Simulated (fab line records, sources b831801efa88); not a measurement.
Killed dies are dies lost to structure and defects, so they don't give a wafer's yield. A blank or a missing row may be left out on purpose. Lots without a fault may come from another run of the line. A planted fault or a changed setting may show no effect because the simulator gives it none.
fab line records | flow sky130
record lots=7 wafers=19 last_day=50
route steps=708 shown VIA1@470 METAL2@483 PAD_OPEN@708
lots that met no fault: from a run of the same line without faults
start_h: hours from the record's first day to the start of the lot's first wafer shown | wait_h: hours since the lot's step before | " the same as in the row above | L1.1+2: a row that stands for several wafers | - no value, or no start given | * or withheld: withheld | < > ~ a bound
route shown NAME@n: a module of which the file shows steps, and the number in the route of the first | usual: mean/standard deviation of fault-free wafers | same: alike in all rows | chamber/n: place in a boat | sites: the reading at each site | _std_site: their standard deviation | _edge_site: outer sites' mean less inner sites' | radius_mm: how far each site lies from the wafer's centre | mask NAME#n: copy n | behind: the tool/chamber that last shaped the wafer | hold: why the lot was held/for how many hours/how that ended | device: the transistor (n, p or np) that didn't switch | end of line: the same wafers' tests at the end of the route | a step without rows: its recipe alone | killed: dies lost to structure and defects at the first sort, not the wafer's yield | map: a wafer's dies, x killed, . not, _ none there
set.NAME: the setting as run; set.NAME@STEP: as run at that earlier step | model.NAME: the simulator's own value behind a step, which no gauge read
lots at some steps of the route; a table a step, a row a wafer
services: from which hour (start_h, from the record's first day; less than 0 if before it) a tool's chamber was out of use, for how many hours, and why
## steps
# step SKY_VIA1_CD_MEAS_12
# recipe target_cd_nm=150
# usual cd_nm=149.9/2.1
# columns lot.wafer tool chamber start_h wait_h cd_nm
L278.1 cd_sem-02 - 812.32 - 150.3
L278.3 " - " " 149.7
L278.4 " - " " 149.6
L280.2 cd_sem-01 - 814.39 - 152.6
L280.4 " - " " 152.1
L280.6 " - " " 150.9
L281.1 cd_sem-02 - 823.27 - 149.4
L281.3 " - " " 148.5
L282.1 cd_sem-02 - 836.57 - 150.8
L282.3 " - " " 149.4
L294.4 cd_sem-02 - 931.20 - 148.2
L294.5 " - " " 148.8
L294.6 " - " " 146.4
L298.1 cd_sem-01 - 949.27 - 151.7
L298.2 " - " " 152.3
L298.3 " - " " 151.7
L299.2 cd_sem-02 - 955.49 - 149.7
L299.3 " - " " 149.0
L299.5 " - " " 149.8
# step SKY_VIA1_OVL_MEAS_13
# usual VIA1_OVL=-3/5.6
# columns lot.wafer tool chamber start_h wait_h VIA1_OVL[nm]
L278.1 overlay-02 - 812.44 0.1 0
L278.3 " - " " 7
L278.4 " - " " -4
L280.2 overlay-02 - 814.49 0.1 -5
L280.4 " - " " -4
L280.6 " - " " -3
L281.1 overlay-02 - 823.39 0.1 -11
L281.3 " - " " -11
L282.1 overlay-02 - 836.69 0.1 5
L282.3 " - " " 5
L294.4 overlay-01 - 931.28 0.1 6
L294.5 " - " " 4
L294.6 " - " " 6
L298.1 overlay-02 - 949.39 0.1 5
L298.2 " - " " -3
L298.3 " - " " 5
L299.2 overlay-01 - 955.60 0.1 4
L299.3 " - " " 1
L299.5 " - " " -8
# step SKY_VIA1_ETCH_14
# recipe chemistry=N2/H2 target=BARC ion_energy_ev=200 source_w=500 bias_w=100 pressure_mtorr=30 n2_flow_sccm=100 h2_flow_sccm=200 stop_on=SiO2 time_s=45.9 target_depth_a=600
# step SKY_VIA1_ETCH_15
# recipe target=SiO2 chemistry=C4F8/O2/Ar target_depth_nm=351 stop_on=TiN mask_material=KrF-thick source_w=1500 bias_w=1200 pressure_mtorr=40 c4f8_flow_sccm=withheld O2_flow_sccm=6 Ar_flow_sccm=300 time_s=54
# step SKY_VIA1_STRIP_16
# recipe chemistry=O2/N2 power_w=1400 pressure_mtorr=1500 platen_temp_c=withheld o2_flow_sccm=3000 n2_flow_sccm=300 overash_fraction=0.5
# step SKY_VIA1_STRIP_17
# recipe chemistry=post_etch_residue_remover time_s=1200 temp_c=72.5
# step SKY_VIA1_CLEAN_18
# recipe chemistry=IPA time_s=180 temp_c=25
# step SKY_VIA1_CLEAN_19
# recipe chemistry=O3/DIW dry=n2_spin
# step SKY_VIA1_SPUTTER_20
# recipe material=TiN target_thk_nm=20 chamber_pressure_pa=5 power_w=4000 time_s=80
# step SKY_VIA1_CVD_21
# recipe material=W target_thk_nm=270 time_s=80.902 temp_c=400 pressure_torr=40
# step SKY_VIA1_RS_MEAS_22
# recipe thk_meas_gauge=four-point-probe reads=W_of_VIA1_CVD_21+TiN_of_VIA1_SPUTTER_20
# usual VIA1_W_RS=0.425/0.0081
# columns lot.wafer tool chamber start_h wait_h VIA1_W_RS[ohm/sq]
L278.1 film_metro-04 - 813.41 0.1 0.405
L278.3 " - " " 0.408
L278.4 " - " " 0.433
L280.2 film_metro-03 - 815.82 0.1 0.428
L280.4 " - " " 0.408
L280.6 " - " " 0.430
L281.1 film_metro-03 - 824.26 0.1 0.425
L281.3 " - " " 0.423
L282.1 film_metro-01 - 837.57 0.1 0.406
L282.3 " - " " 0.431
L294.4 film_metro-01 - 932.19 0.1 0.425
L294.5 " - " " 0.426
L294.6 " - " " 0.418
L298.1 film_metro-03 - 950.30 0.1 0.435
L298.2 " - " " 0.416
L298.3 " - " " 0.414
L299.2 film_metro-04 - 956.48 0.1 0.422
L299.3 " - " " 0.410
L299.5 " - " " 0.414
# step SKY_VIA1_THK_MEAS_23
# recipe thk_meas_gauge=xrf reads=W_of_VIA1_CVD_21
# usual VIA1_W_THK=268/5.4
# columns lot.wafer tool chamber start_h wait_h VIA1_W_THK[nm]
L278.1 film_metro-04 - 813.53 0.1 282
L278.3 " - " " 280
L278.4 " - " " 265
L280.2 film_metro-03 - 815.93 0.1 266
L280.4 " - " " 278
L280.6 " - " " 266
L281.1 film_metro-03 - 824.38 0.1 267
L281.3 " - " " 269
L282.1 film_metro-01 - 837.69 0.1 277
L282.3 " - " " 262
L294.4 film_metro-01 - 932.28 0.1 268
L294.5 " - " " 266
L294.6 " - " " 272
L298.1 film_metro-03 - 950.42 0.1 262
L298.2 " - " " 274
L298.3 " - " " 274
L299.2 film_metro-04 - 956.59 0.1 269
L299.3 " - " " 275
L299.5 " - " " 275
# step SKY_VIA1_CMP_24
# recipe stop_on=SiO2 t_overpolish_s=15 down_force_psi=3.5 platen_rpm=60 target_thk_nm=0 pad_velocity_m_s=0.94248
# usual motor_current_A=11.2/0.71 overpolish_run_s=15.001/0.01 time_to_endpoint_s=65.4/2.3
# columns lot.wafer tool chamber start_h wait_h motor_current_A overpolish_run_s time_to_endpoint_s model.SiO2_of_VIA1_HDPCVD_00.thk_nm
L278.1 cmp-02 2 813.59 0.1 11.1 14.999 68.5 343.8
L278.4 " 3 " " 12.3 15.001 65.7 343.1
L278.3 " 1 " " 10.8 15.004 69.1 342.1
L280.4 cmp-02 1 815.98 0.0 11.1 15.001 69.2 340.2
L280.2 " 2 " " 11.5 14.999 37.0 338.5
L280.6 " 2 " " 11.1 14.995 63.5 339.8
L281.1 cmp-02 3 824.49 0.1 12.2 14.994 32.6 338.3
L281.3 " 0 " " 12.3 14.993 68.6 342.8
L282.3 cmp-02 1 837.80 0.1 10.6 14.991 65.3 342.6
L282.1 " 2 " " 10.9 14.985 39.1 340.1
L294.4 cmp-01 3 932.48 0.2 11.6 15.005 65.2 341.7
L294.6 " 2 " " 11.0 14.999 67.3 341.5
L294.5 " 3 " " 11.3 14.993 65.6 342.1
L298.3 cmp-01 1 950.48 0.0 11.8 15.002 65.7 341.8
L298.1 " 2 " " 10.7 15.008 65.8 339.9
L298.2 " 3 " " 11.0 14.982 68.2 339.4
L299.3 cmp-01 3 956.64 0.0 11.4 15.008 68.7 340.9
L299.2 " 2 " " 11.0 14.985 64.6 341.7
L299.5 " 0 " " 9.9 14.977 66.9 343.2
# step SKY_METAL2_SPUTTER_00
# recipe material=Ti target_thk_nm=15 power_w=3000 time_s=10 chamber_pressure_pa=0.4
# usual throttle_valve_pct=30.2/0.9
# columns lot.wafer tool chamber start_h wait_h throttle_valve_pct
L278.1 pvd_sputter-01 - 813.89 0.2 31.0
L278.3 " - " " 29.8
L278.4 " - " " 32.0
L280.2 pvd_sputter-02 - 816.28 0.2 29.1
L280.4 " - " " 29.9
L280.6 " - " " 31.3
L281.1 pvd_sputter-02 - 824.74 0.2 28.8
L281.3 " - " " 31.4
L282.1 pvd_sputter-02 - 838.05 0.1 29.9
L282.3 " - " " 29.8
L294.4 pvd_sputter-02 - 932.73 0.2 29.1
L294.5 " - " " 29.8
L294.6 " - " " 29.9
L298.1 pvd_sputter-02 - 950.78 0.2 30.0
L298.2 " - " " 31.4
L298.3 " - " " 28.8
L299.2 pvd_sputter-04 - 956.94 0.1 30.0
L299.3 " - " " 30.3
L299.5 " - " " 30.7
# step SKY_METAL2_SPUTTER_01
# recipe material=TiN target_thk_nm=20 power_w=6500 time_s=16.7 chamber_pressure_pa=0.4
# step SKY_METAL2_SPUTTER_02
# recipe material=AlCu target_thk_nm=250 power_w=10600 time_s=13.3 chamber_pressure_pa=0.4
# step SKY_METAL2_SPUTTER_03
# recipe material=Ti target_thk_nm=5 power_w=3000 time_s=3.3 chamber_pressure_pa=0.4
# usual throttle_valve_pct=30.2/0.91
# columns lot.wafer tool chamber start_h wait_h throttle_valve_pct
L278.1 pvd_sputter-01 - 813.96 0.0 30.8
L278.3 " - " " 30.1
L278.4 " - " " 32.1
L280.2 pvd_sputter-02 - 816.35 0.0 28.7
L280.4 " - " " 29.9
L280.6 " - " " 31.4
L281.1 pvd_sputter-02 - 824.81 0.0 28.7
L281.3 " - " " 31.4
L282.1 pvd_sputter-02 - 838.12 0.0 30.5
L282.3 " - " " 29.8
L294.4 pvd_sputter-02 - 932.81 0.0 29.0
L294.5 " - " " 29.7
L294.6 " - " " 30.0
L298.1 pvd_sputter-02 - 950.85 0.0 29.8
L298.2 " - " " 31.4
L298.3 " - " " 29.0
L299.2 pvd_sputter-04 - 957.01 0.0 30.2
L299.3 " - " " 30.7
L299.5 " - " " 30.7
# step SKY_METAL2_SPUTTER_04
# recipe material=TiN target_thk_nm=70 power_w=6500 time_s=58.3 chamber_pressure_pa=0.4
# step SKY_METAL2_RS_MEAS_05
# recipe thk_meas_gauge=four-point-probe reads=TiN_of_METAL2_SPUTTER_04+Ti_of_METAL2_SPUTTER_03+AlCu_of_METAL2_SPUTTER_02+TiN_of_METAL2_SPUTTER_01+Ti_of_METAL2_SPUTTER_00
# usual METAL2_ALCU_RS=0.1269/0.0014
# columns lot.wafer tool chamber start_h wait_h METAL2_ALCU_RS[ohm/sq]
L278.1 film_metro-04 - 814.03 0.0 0.1265
L278.3 " - " " 0.1273
L278.4 " - " " 0.1269
L280.2 film_metro-02 - 816.44 0.0 0.1261
L280.4 " - " " 0.1265
L280.6 " - " " 0.1263
L281.1 film_metro-02 - 824.88 0.0 0.1262
L281.3 " - " " 0.1267
L282.1 film_metro-01 - 838.19 0.0 0.1243
L282.3 " - " " 0.1258
L294.4 film_metro-01 - 932.93 0.1 0.1267
L294.5 " - " " 0.1278
L294.6 " - " " 0.1273
L298.1 film_metro-04 - 950.92 0.0 0.1298
L298.2 " - " " 0.1284
L298.3 " - " " 0.1289
L299.2 film_metro-01 - 957.10 0.0 0.1249
L299.3 " - " " 0.1238
L299.5 " - " " 0.1257
# step SKY_METAL2_THK_MEAS_06
# recipe thk_meas_gauge=xrf reads=AlCu_of_METAL2_SPUTTER_02
# usual METAL2_ALCU_THK=249.5/2.7
# columns lot.wafer tool chamber start_h wait_h METAL2_ALCU_THK[nm]
L278.1 film_metro-04 - 814.15 0.1 250.7
L278.3 " - " " 249.2
L278.4 " - " " 249.3
L280.2 film_metro-02 - 816.55 0.1 249.9
L280.4 " - " " 249.3
L280.6 " - " " 251.6
L281.1 film_metro-02 - 825.00 0.1 251.5
L281.3 " - " " 249.7
L282.1 film_metro-01 - 838.31 0.1 254.3
L282.3 " - " " 252.8
L294.4 film_metro-01 - 933.02 0.1 247.9
L294.5 " - " " 248.5
L294.6 " - " " 247.9
L298.1 film_metro-04 - 951.04 0.1 244.1
L298.2 " - " " 245.9
L298.3 " - " " 244.0
L299.2 film_metro-01 - 957.21 0.1 253.1
L299.3 " - " " 255.2
L299.5 " - " " 252.8
# step SKY_METAL2_DEHYDRATE_07
# recipe temp_c=200 time_s=60
# step SKY_METAL2_HMDS_08
# recipe prime_time_s=60 prime_temp_c=120
# step SKY_METAL2_COAT_09
# recipe resist=BARC temp_c=withheld time_s=withheld spin_rpm=3000 resist_thk_nm=60
# step SKY_METAL2_COAT_10
# recipe resist=KrF-thick spin_rpm=3000 resist_thk_nm=450
# step SKY_METAL2_SOFTBAKE_11
# recipe temp_c=100 time_s=90 resist=KrF-thick
# step SKY_METAL2_EXPOSE_12
# recipe mask_id=MM2 na=0.8 source_shape=annular sigma_inner=0.55 sigma_outer=0.85 target_cd_nm=140 dose_mj=28
# step SKY_METAL2_PEB_13
# recipe peb_temp_c=withheld peb_time_s=withheld resist=KrF-thick
# step SKY_METAL2_DEVELOP_14
# recipe develop_time_s=60 resist=KrF-thick dev_temp_c=21
# step SKY_METAL2_CD_MEAS_15
# recipe target_cd_nm=140
# usual cd_nm=139.2/1.6
# columns lot.wafer tool chamber start_h wait_h cd_nm
L278.1 cd_sem-02 - 842.07 - 140.7
L278.3 " - " " 140.1
L278.4 " - " " 141.6
L280.2 cd_sem-01 - 843.02 - 140.8
L280.4 " - " " 140.4
L280.6 " - " " 139.9
L281.1 cd_sem-02 - 851.23 - 140.7
L281.3 " - " " 140.3
L282.1 cd_sem-02 - 864.28 - 137.5
L282.3 " - " " 139.2
L294.4 cd_sem-01 - 957.46 - 138.2
L294.5 " - " " 139.1
L294.6 " - " " 139.4
L298.1 cd_sem-02 - 974.80 - 137.4
L298.2 " - " " 136.6
L298.3 " - " " 135.7
L299.2 cd_sem-02 - 980.94 - 140.4
L299.3 " - " " 140.7
L299.5 " - " " 139.1
# step SKY_METAL2_OVL_MEAS_16
# usual METAL2_OVL=-4/5.5
# columns lot.wafer tool chamber start_h wait_h METAL2_OVL[nm]
L278.1 overlay-02 - 842.21 0.1 3
L278.3 " - " " 7
L278.4 " - " " 3
L280.2 overlay-02 - 843.13 0.1 -1
L280.4 " - " " 0
L280.6 " - " " 1
L281.1 overlay-02 - 851.37 0.1 -1
L281.3 " - " " -4
L282.1 overlay-02 - 864.40 0.1 -3
L282.3 " - " " -2
L294.4 overlay-02 - 957.54 0.1 7
L294.5 " - " " -2
L294.6 " - " " 7
L298.1 overlay-01 - 974.92 0.1 0
L298.2 " - " " 3
L298.3 " - " " -1
L299.2 overlay-02 - 981.04 0.1 -12
L299.3 " - " " -9
L299.5 " - " " -16
# step SKY_METAL2_DESCUM_17
# recipe chemistry=O2 source_power_w=150 bias_power_w=0 pressure_mtorr=10 temp_c=40 time_s=8
# usual drypump_motor_current_A=5.76/0.27 oes_product_au=0.999/0.0077
# columns lot.wafer tool chamber start_h wait_h drypump_motor_current_A oes_product_au rf_hours_counter_h
L278.1 rie_metal-04 1 842.24 0.0 5.63 1.000 8
L278.3 " 0 " " 5.59 0.984 -
L278.4 " 1 " " 5.61 0.994 -
L280.2 rie_metal-01 0 843.16 0.0 5.25 1.000 15
L280.4 " 1 " " 5.89 0.985 -
L280.6 " 1 " " 5.90 0.984 -
L281.1 rie_metal-01 0 851.41 0.0 5.24 0.998 16
L281.3 " 0 " " 5.24 0.992 -
L282.1 rie_metal-01 0 864.44 0.0 5.23 1.006 17
L282.3 " 0 " " 5.23 1.003 -
L294.4 rie_metal-01 0 957.57 0.0 5.21 0.999 -
L294.5 " 0 " " 5.22 1.001 -
L294.6 " 1 " " 5.93 1.000 -
L298.1 rie_metal-04 1 974.96 0.0 5.61 0.989 15
L298.2 " 0 " " 5.60 1.006 13
L298.3 " 1 " " 5.61 0.991 -
L299.2 rie_metal-03 0 981.07 0.0 6.09 0.989 16
L299.3 " 1 " " 5.91 1.009 -
L299.5 " 0 " " 6.10 1.001 -
# step SKY_METAL2_ETCH_18
# recipe chemistry=N2/H2 target=BARC ion_energy_ev=200 bias_w=100 pressure_mtorr=30 n2_flow_sccm=100 h2_flow_sccm=200 icp_w=500 stop_on=SiO2 time_s=45.9 target_depth_a=600
# usual drypump_motor_current_A=5.76/0.28 oes_product_au=0.855/0.0046 throttle_valve_pct=13.226/0.0088
# columns lot.wafer tool chamber start_h wait_h drypump_motor_current_A oes_product_au rf_hours_counter_h throttle_valve_pct
L278.1 rie_metal-04 1 842.28 0.0 5.63 0.859 8 13.229
L278.3 " 0 " " 5.59 0.854 - 13.219
L278.4 " 1 " " 5.62 0.865 - 13.214
L280.2 rie_metal-01 0 843.19 0.0 5.25 0.852 15 13.239
L280.4 " 1 " " 5.93 0.859 - 13.230
L280.6 " 1 " " 5.94 0.858 - 13.226
L281.1 rie_metal-01 0 851.44 0.0 5.24 0.855 16 13.224
L281.3 " 0 " " 5.24 0.851 - 13.238
L282.1 rie_metal-01 0 864.47 0.0 5.23 0.852 17 13.214
L282.3 " 0 " " 5.23 0.857 - 13.216
L294.4 rie_metal-01 0 957.61 0.0 5.23 0.856 - 13.235
L294.5 " 0 " " 5.23 0.851 - 13.226
L294.6 " 1 " " 5.94 0.854 - 13.231
L298.1 rie_metal-04 1 974.99 0.0 5.63 0.851 15 13.221
L298.2 " 0 " " 5.61 0.850 13 13.237
L298.3 " 1 " " 5.62 0.853 - 13.228
L299.2 rie_metal-03 0 981.10 0.0 6.04 0.857 16 13.221
L299.3 " 1 " " 5.94 0.853 - 13.228
L299.5 " 0 " " 6.05 0.858 - 13.215
# step SKY_METAL2_METAL_ETCH_19
# recipe target_depth_a=3600 stop_on=SiO2 over_etch_frac=0.3 time_s=78 chemistry=Cl2/BCl3 resist_sidewall_deg=88 pressure_mtorr=10 icp_w=900 bias_w=48.5 Cl2_flow_sccm=60 bcl3_flow_sccm=30
# usual drypump_motor_current_A=5.76/0.27 oes_product_au=0.854/0.0065 throttle_valve_pct=22.264/0.011
# columns lot.wafer tool chamber start_h wait_h drypump_motor_current_A oes_product_au rf_hours_counter_h throttle_valve_pct model.SiO2_of_VIA1_HDPCVD_00.thk_nm
L278.1 rie_metal-04 1 842.34 0.0 5.65 0.861 8 22.269 333
L278.3 " 0 " " 5.60 0.855 - 22.243 331.1
L278.4 " 1 " " 5.63 0.849 - 22.251 332.3
L280.2 rie_metal-01 0 843.25 0.0 5.24 0.855 16 22.259 327.7
L280.4 " 1 " " 5.91 0.847 - 22.262 329.4
L280.6 " 1 " " 5.91 0.849 - 22.260 328.9
L281.1 rie_metal-01 0 851.51 0.0 5.25 0.855 16 22.273 327.4
L281.3 " 0 " " 5.23 0.854 - 22.264 331.9
L282.1 rie_metal-01 0 864.53 0.0 5.22 0.870 17 22.250 329.2
L282.3 " 0 " " 5.24 0.862 - 22.284 331.7
L294.4 rie_metal-01 0 957.68 0.1 5.23 0.855 - 22.245 330.8
L294.5 " 0 " " 5.21 0.862 - 22.255 331.1
L294.6 " 1 " " 5.92 0.857 - 22.254 330.6
L298.1 rie_metal-04 1 975.05 0.0 5.61 0.848 15 22.266 329.2
L298.2 " 0 " " 5.60 0.854 13 22.237 328.5
L298.3 " 1 " " 5.65 0.848 - 22.275 331.2
L299.2 rie_metal-03 0 981.17 0.0 6.10 0.858 16 22.243 330.7
L299.3 " 1 " " 5.91 0.854 - 22.263 329.9
L299.5 " 0 " " 6.07 0.858 - 22.277 332.1
# step SKY_METAL2_STRIP_20
# recipe chemistry=O2/N2 power_w=1400 pressure_mtorr=1500 platen_temp_c=withheld o2_flow_sccm=3000 n2_flow_sccm=300 overash_fraction=0.5
# usual drypump_motor_current_A=5.5/0.36 oes_product_au=0.343/0.0044 strip_time_to_endpoint_s=2.70/0.037
# columns lot.wafer tool chamber start_h wait_h drypump_motor_current_A oes_product_au rf_hours_counter_h strip_time_to_endpoint_s
L278.1 plasma_asher-04 0 842.43 0.1 5.8 0.343 73 2.72
L278.3 " 1 " " 5.3 0.335 - 2.67
L278.4 " 0 " " 5.9 0.343 - 2.72
L280.2 plasma_asher-01 1 843.34 0.1 5.5 0.346 10 2.72
L280.4 " 0 " " 5.6 0.336 - 2.70
L280.6 " 0 " " 5.5 0.342 - 2.72
L281.1 plasma_asher-04 0 851.60 0.1 5.8 0.343 74 2.70
L281.3 " 0 " " 5.8 0.342 - 2.71
L282.1 plasma_asher-02 0 864.62 0.1 5.8 0.337 98 2.72
L282.3 " 0 " " 5.8 0.337 - 2.70
L294.4 plasma_asher-01 0 957.78 0.1 5.6 0.336 - 2.69
L294.5 " 1 " " 5.5 0.343 - 2.68
L294.6 " 0 " " 5.6 0.346 - 2.70
L298.1 plasma_asher-01 0 975.14 0.1 5.6 0.342 23 2.75
L298.2 " 1 " " 5.5 0.345 23 2.66
L298.3 " 0 " " 5.6 0.349 - 2.74
L299.2 plasma_asher-02 0 981.26 0.1 5.8 0.344 109 2.67
L299.3 " 1 " " 4.8 0.334 - 2.64
L299.5 " 1 " " 4.7 0.342 - 2.62
# step SKY_PAD_OPEN_PROBE_99
# usual defect_limited_yield=82.5/2 killed_at_M0_to_M3=44/7 killed_at_M4_up=3.0/1.7 killed_at_contacts=24/5.2 killed_at_front_end=15/4.8 killed_at_other=0.2/0.56 killed_dies=86/9.7 killed_open=47/7.1 killed_short=39/6.3 sort_bin_3_pad_short=0.9/0.4 sort_bin_5_function=10.3/1.6 sort_bin_6_memory=6.3/1.2 sort_n_pass=406/9.7 sort_yield_pct=82.5/2
# same gross_dies=492 killed_at_back_side=0 sort_bin_4_leakage[%]=0 sort_bin_8_speed[%]=0
# columns lot.wafer tool chamber start_h wait_h defect_limited_yield[%] killed_at_M0_to_M3 killed_at_M4_up killed_at_contacts killed_at_front_end killed_at_other killed_dies killed_open killed_short sort_bin_3_pad_short[%] sort_bin_5_function[%] sort_bin_6_memory[%] sort_n_pass sort_yield_pct[%]
L281.1 prober-02 - 1102.75 0.1 82.7 48 2 23 12 0 85 50 35 0.6 10.0 6.7 407 82.7
L281.3 prober-02 - 1102.85 0.2 81.7 51 5 22 12 0 90 41 49 0.2 10.8 7.3 402 81.7
L282.1 prober-01 - 1112.04 0.1 78.3 41 8 34 24 0 107 53 51 1.0 11.6 9.1 385 78.3
L282.3 prober-01 - 1112.14 0.2 81.1 42 5 32 14 0 93 50 43 1.2 10.6 7.1 399 81.1
L298.1 prober-02 - 1193.95 0.1 78.7 54 4 27 20 0 105 62 43 0.2 14.4 6.7 387 78.7
L298.2 prober-02 - 1194.00 0.1 79.7 43 4 32 21 0 100 57 43 0.4 12.6 7.3 392 79.7
L298.3 prober-02 - 1194.05 0.2 83.1 36 2 30 15 0 83 50 33 0.8 11.2 4.9 409 83.1
L299.2 prober-01 - 1198.45 0.1 83.7 52 1 16 11 0 80 43 36 0.8 10.4 5.1 412 83.7
L299.3 prober-01 - 1198.50 0.2 80.7 38 8 30 19 0 95 55 40 0.8 11.0 7.5 397 80.7
L299.5 prober-01 - 1198.60 0.2 84.3 41 1 19 16 0 77 42 34 1.2 8.1 6.3 415 84.3
# killed by level:class
L281.1 VIA2:geometric_particle:open=11 METAL1:geometric_particle:short=8 CONTACT:geometric_particle:open=7 VIA1:geometric_particle:open=7 VIA3:geometric_particle:open=7 FIELD_ISO:geometric_particle:open=6 LI_CONTACT:geometric_particle:open=6 CONTACT:geometric_particle:short=6
L281.3 VIA1:geometric_particle:open=15 METAL1:geometric_particle:short=9 VIA1:geometric_particle:short=7 METAL2:geometric_particle:short=6 VIA2:geometric_particle:open=6 FIELD_ISO:geometric_particle:short=5 LI_CONTACT:geometric_particle:open=5 LOCAL_INTERCONNECT:geometric_particle:short=5
L282.1 CONTACT:geometric_particle:short=10 CONTACT:geometric_particle:open=10 LI_CONTACT:geometric_particle:open=9 METAL2:geometric_particle:short=9 VIA1:geometric_particle:open=8 FIELD_ISO:geometric_particle:open=7 POLY_GATE:geometric_particle:short=7 VIA2:geometric_particle:open=6
L282.3 VIA1:geometric_particle:open=11 LI_CONTACT:geometric_particle:open=9 CONTACT:geometric_particle:open=9 VIA3:geometric_particle:open=9 FIELD_ISO:geometric_particle:short=6 METAL3:geometric_particle:short=6 CONTACT:geometric_particle:short=5 METAL1:geometric_particle:short=5
L298.1 VIA1:geometric_particle:open=18 CONTACT:geometric_particle:open=11 LI_CONTACT:geometric_particle:open=9 FIELD_ISO:geometric_particle:open=7 METAL1:geometric_particle:short=7 VIA3:geometric_particle:short=6 FIELD_ISO:geometric_particle:short=4 VIA3:geometric_particle:open=4
L298.2 CONTACT:geometric_particle:open=17 VIA1:geometric_particle:open=11 CONTACT:geometric_particle:short=8 VIA1:geometric_particle:short=8 FIELD_ISO:geometric_particle:open=7 FIELD_ISO:geometric_particle:short=6 VIA3:geometric_particle:open=6 METAL1:geometric_particle:short=6
L298.3 CONTACT:geometric_particle:open=10 LI_CONTACT:geometric_particle:open=10 VIA1:geometric_particle:open=8 VIA2:geometric_particle:open=8 FIELD_ISO:geometric_particle:short=5 LOCAL_INTERCONNECT:geometric_particle:short=5 METAL1:geometric_particle:short=4 VIA3:geometric_particle:open=4
L299.2 VIA1:geometric_particle:open=13 METAL1:geometric_particle:short=8 VIA3:geometric_particle:open=7 CONTACT:geometric_particle:open=6 VIA3:geometric_particle:short=5 FIELD_ISO:geometric_particle:open=4 LI_CONTACT:geometric_particle:open=4 CONTACT:geometric_particle:short=4
L299.3 CONTACT:geometric_particle:open=13 VIA1:geometric_particle:open=13 VIA3:geometric_particle:open=8 METAL4:geometric_particle:short=7 LI_CONTACT:geometric_particle:open=6 LOCAL_INTERCONNECT:geometric_particle:short=6 FIELD_ISO:geometric_particle:short=4 POLY_GATE:geometric_particle:open=4
L299.5 VIA1:geometric_particle:open=10 VIA3:geometric_particle:short=6 LI_CONTACT:geometric_particle:open=5 LOCAL_INTERCONNECT:geometric_particle:short=5 METAL1:geometric_particle:short=5 VIA2:geometric_particle:open=5 FIELD_ISO:geometric_particle:open=4 POLY_GATE:geometric_particle:open=4
## services
# columns tool chamber start_h hours kind
rie_metal-04 - 791.00 2.8 pm
plasma_asher-01 - 793.08 2.8 pm
plasma_asher-02 - 793.68 1.0 repair
rie_metal-03 - 816.32 1.4 pm
plasma_asher-02 - 866.62 2.1 repair
plasma_asher-02 - 895.72 4.4 repair
pvd_sputter-01 - 901.78 2.0 repair
pvd_sputter-04 - 904.16 0.9 repair
rie_metal-03 0 906.95 2.2 repair
rie_metal-04 0 908.29 1.8 repair
cmp-02 - 912.00 4.0 pm
cmp-01 - 918.50 5.3 pm
pvd_sputter-01 - 918.80 6.6 repair
rie_metal-04 0 923.60 20.7 repair
cmp-01 - 926.55 3.8 repair
cmp-01 - 926.73 5.7 repair
rie_metal-01 0 927.42 - clean
rie_metal-01 0 927.42 19.2 scheduled_down
rie_metal-01 0 927.42 19.2 vent_cycle
rie_metal-03 - 958.19 2.8 pm
rie_metal-04 - 959.22 4.3 pm
plasma_asher-04 - 962.02 3.4 repair
pvd_sputter-04 - 963.20 8.8 repair
rie_metal-01 0 975.19 22.9 repair
## key
first_sign step=SKY_VIA1_CMP_24 reading=time_to_endpoint_s direction=down sigmas=12 usual=* struck=*
effect none on later readings
model_effect step=SKY_VIA1_CMP_24 value=SiO2_of_VIA1_HDPCVD_00.thk_nm without=341.5 struck=339
model_effect step=SKY_METAL2_METAL_ETCH_19 value=SiO2_of_VIA1_HDPCVD_00.thk_nm without=330.6 struck=328.1
met_at SKY_VIA1_CMP_24
struck_wafers L280.2,L281.1,L282.1
onset_between 813.59 815.98
fault kind=process_parameter_drift tool=cmp-02 chamber=- onset_h=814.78 steps=SKY_VIA1_CMP_24 channel=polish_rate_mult offset=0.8 shape=step end_h=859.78 scope=struck_wafers_only
